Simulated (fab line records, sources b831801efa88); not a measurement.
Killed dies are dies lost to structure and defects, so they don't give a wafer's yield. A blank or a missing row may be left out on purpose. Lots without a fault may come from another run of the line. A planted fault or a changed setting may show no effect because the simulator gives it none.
A struck lot beside a sound one | flow sky130 | 45 steps out of a route of 708
Sound: wafers L321.1, L321.5, L321.6. Struck: wafers L332.3, L332.6. The cause comes at the end.
At each step with rows: each side's tool, then ch and its chambers, then its first start. Under that, the readings that differ: sound wafers | struck wafers | difference of the means | sigmas: that difference in standard deviations of wafers without a fault.
alike: readings whose means differ by less than 2 such deviations, and words and numbers that are the same on both sides. not compared: withheld readings, readings that some wafer has no value for, bounds like >300 that may hide the same value, and numbers for which the record gives no deviation and whose values overlap.
The two part at a step that has a row with sigmas, a row that says differs or no value, or rows on one side only. Numbers that don't overlap but have no deviation are shown without sigmas and don't part them. A reading that every wafer of one side lacks parts them only if that side has two wafers or more.

SKY_LDD_P_OVL_MEAS_08:
  sound on overlay-01, day 19 17:27; struck on overlay-02, day 23 17:25
  alike: LDD_P_OVL
then, 1 step without rows for these wafers: SKY_LDD_P_IMPLANT_09.
SKY_LDD_P_STRIP_10: strips in O2/N2.
  sound on plasma_asher-01 ch 0,1, day 19 17:38; struck on plasma_asher-01 ch 1, day 23 17:38
  alike: chamber_pressure_mTorr, drypump_motor_current_A, oes_product_au, strip_time_to_endpoint_s
  not compared: rf_hours_counter_h
SKY_LDD_P_TW_MEAS_11:
  sound on film_metro-03, day 19 17:44; struck on film_metro-02, day 23 17:43
  alike: LDD_P_TW
then, 7 steps without rows for these wafers: SKY_LDD_HVN_DEHYDRATE_00 (time 60 s); SKY_LDD_HVN_HMDS_01 (prime time 60 s); SKY_LDD_HVN_COAT_02 (resist thk 300 nm); SKY_LDD_HVN_SOFTBAKE_03 (time 60 s); SKY_LDD_HVN_EXPOSE_04 (exposes mask HVNTM, target cd 700 nm); SKY_LDD_HVN_PEB_05; SKY_LDD_HVN_DEVELOP_06 (develop time 60 s).
SKY_LDD_HVN_OVL_MEAS_07:
  sound on overlay-02, day 21 01:04; struck on overlay-01, day 24 23:59
  reading          | sound       | struck    | difference | sigmas
  LDD_HVN_OVL (nm) | 1.1 1.1 0.6 | -2.3 -1.6 | -2.9       | -3
SKY_LDD_HVN_IMPLANT_08:
  sound on implanter-03 ch 0, day 21 01:06; struck on implanter-03 ch 0, day 25 00:03
  alike: faraday_current_uA
SKY_LDD_HVN_STRIP_09: strips in O2/N2.
  sound on plasma_asher-02 ch 0,1, day 21 01:15; struck on plasma_asher-03 ch 0, day 25 00:11
  alike: chamber_pressure_mTorr, drypump_motor_current_A, oes_product_au, strip_time_to_endpoint_s
  not compared: rf_hours_counter_h
SKY_LDD_HVN_TW_MEAS_10:
  sound on film_metro-01, day 21 01:21; struck on film_metro-02, day 25 00:16
  alike: LDD_HVN_TW
then, 7 steps without rows for these wafers: SKY_LDD_HVP_DEHYDRATE_00 (time 60 s); SKY_LDD_HVP_HMDS_01 (prime time 60 s); SKY_LDD_HVP_COAT_02 (resist thk 300 nm); SKY_LDD_HVP_SOFTBAKE_03 (time 60 s); SKY_LDD_HVP_EXPOSE_04 (exposes mask HVPTM, target cd 700 nm); SKY_LDD_HVP_PEB_05; SKY_LDD_HVP_DEVELOP_06 (develop time 60 s).
SKY_LDD_HVP_OVL_MEAS_07:
  sound on overlay-02, day 22 07:55; struck on overlay-01, day 26 06:32
  alike: LDD_HVP_OVL
then, 1 step without rows for these wafers: SKY_LDD_HVP_IMPLANT_08.
SKY_LDD_HVP_STRIP_09: strips in O2/N2.
  sound on plasma_asher-02 ch 0,1, day 22 08:06; struck on plasma_asher-02 ch 0,1, day 26 06:44
  alike: chamber_pressure_mTorr, drypump_motor_current_A, oes_product_au, strip_time_to_endpoint_s
  not compared: rf_hours_counter_h
SKY_LDD_HVP_TW_MEAS_10:
  sound on film_metro-04, day 22 08:12; struck on film_metro-04, day 26 06:49
  alike: LDD_HVP_TW
then, 7 steps without rows for these wafers: SKY_LDD_LDN_DEHYDRATE_00 (time 60 s); SKY_LDD_LDN_HMDS_01 (prime time 60 s); SKY_LDD_LDN_COAT_02 (resist thk 1140 nm); SKY_LDD_LDN_SOFTBAKE_03 (time 60 s); SKY_LDD_LDN_EXPOSE_04 (exposes mask LDNTM, target cd 700 nm); SKY_LDD_LDN_PEB_05; SKY_LDD_LDN_DEVELOP_06 (develop time 60 s).
SKY_LDD_LDN_OVL_MEAS_07:
  sound on overlay-01, day 23 13:56; struck on overlay-01, day 27 12:48
  alike: LDD_LDN_OVL
then, 4 steps without rows for these wafers: SKY_LDD_LDN_IMPLANT_08; SKY_LDD_LDN_IMPLANT_09; SKY_LDD_LDN_IMPLANT_10; SKY_LDD_LDN_IMPLANT_11.
SKY_LDD_LDN_STRIP_12: strips in O2/N2.
  sound on plasma_asher-01 ch 0,1, day 23 14:35; struck on plasma_asher-01 ch 1, day 27 13:28
  alike: chamber_pressure_mTorr, drypump_motor_current_A, oes_product_au, strip_time_to_endpoint_s
  not compared: rf_hours_counter_h
SKY_LDD_LDN_TW_MEAS_13:
  sound on film_metro-04, day 23 14:41; struck on film_metro-01, day 27 13:33
  alike: LDD_LDN_TW
then, 2 steps without rows for these wafers: SKY_LDD_LDN_CLEAN_14 (cleans in SC1/SC2, time 150 s); SKY_SPACER_CVD_00 (deposits Si3N4 from DCS/NH3, target thk 43.1 nm, time 740 s).
-- the record jumps here: 19 days lie between the struck wafers' starts before and after (it left off in module SPACER and takes up again in module VIA4, whose first step shown is number 658 of the route) --
SKY_VIA4_RS_MEAS_19: measures by four-point-probe.
  sound on film_metro-01, day 43 22:19; struck on film_metro-01, day 46 20:42
  alike: VIA4_W_RS
  not compared: hold
SKY_VIA4_THK_MEAS_20: measures by xrf.
  sound on film_metro-01, day 43 22:26; struck on film_metro-01, day 47 01:20
  alike: VIA4_W_THK
  not compared: hold
-- the record jumps here: 2 days lie between the struck wafers' starts before and after (it left off in module VIA4 and takes up again in module PAD_OPEN, whose first step shown is number 708 of the route) --
SKY_PAD_OPEN_PROBE_99:
  sound on prober-02, day 46 21:11; struck on prober-01, day 49 12:31
  reading                              | sound             | struck      | difference | sigmas
  model.etest.tip_n_5v.rs_ohm_sq_range | 39.61 15.69 13.82 | 235.9 213.4 | +201.6     |
  alike: killed_at_M0_to_M3, killed_at_M4_up, killed_at_contacts, killed_at_front_end, killed_at_other, killed_dies, killed_open, killed_short

WHERE THEY PART
Only at SKY_LDD_HVN_OVL_MEAS_07, within this record. Later steps at which nothing parts them and some readings are alike: SKY_LDD_HVN_IMPLANT_08, SKY_LDD_HVN_STRIP_09, SKY_LDD_HVN_TW_MEAS_10, SKY_LDD_HVP_OVL_MEAS_07, SKY_LDD_HVP_STRIP_09, SKY_LDD_HVP_TW_MEAS_10, SKY_LDD_LDN_OVL_MEAS_07, SKY_LDD_LDN_STRIP_12, SKY_LDD_LDN_TW_MEAS_13, SKY_VIA4_RS_MEAS_19, SKY_VIA4_THK_MEAS_20, SKY_PAD_OPEN_PROBE_99.

WHY: what the simulator had put in
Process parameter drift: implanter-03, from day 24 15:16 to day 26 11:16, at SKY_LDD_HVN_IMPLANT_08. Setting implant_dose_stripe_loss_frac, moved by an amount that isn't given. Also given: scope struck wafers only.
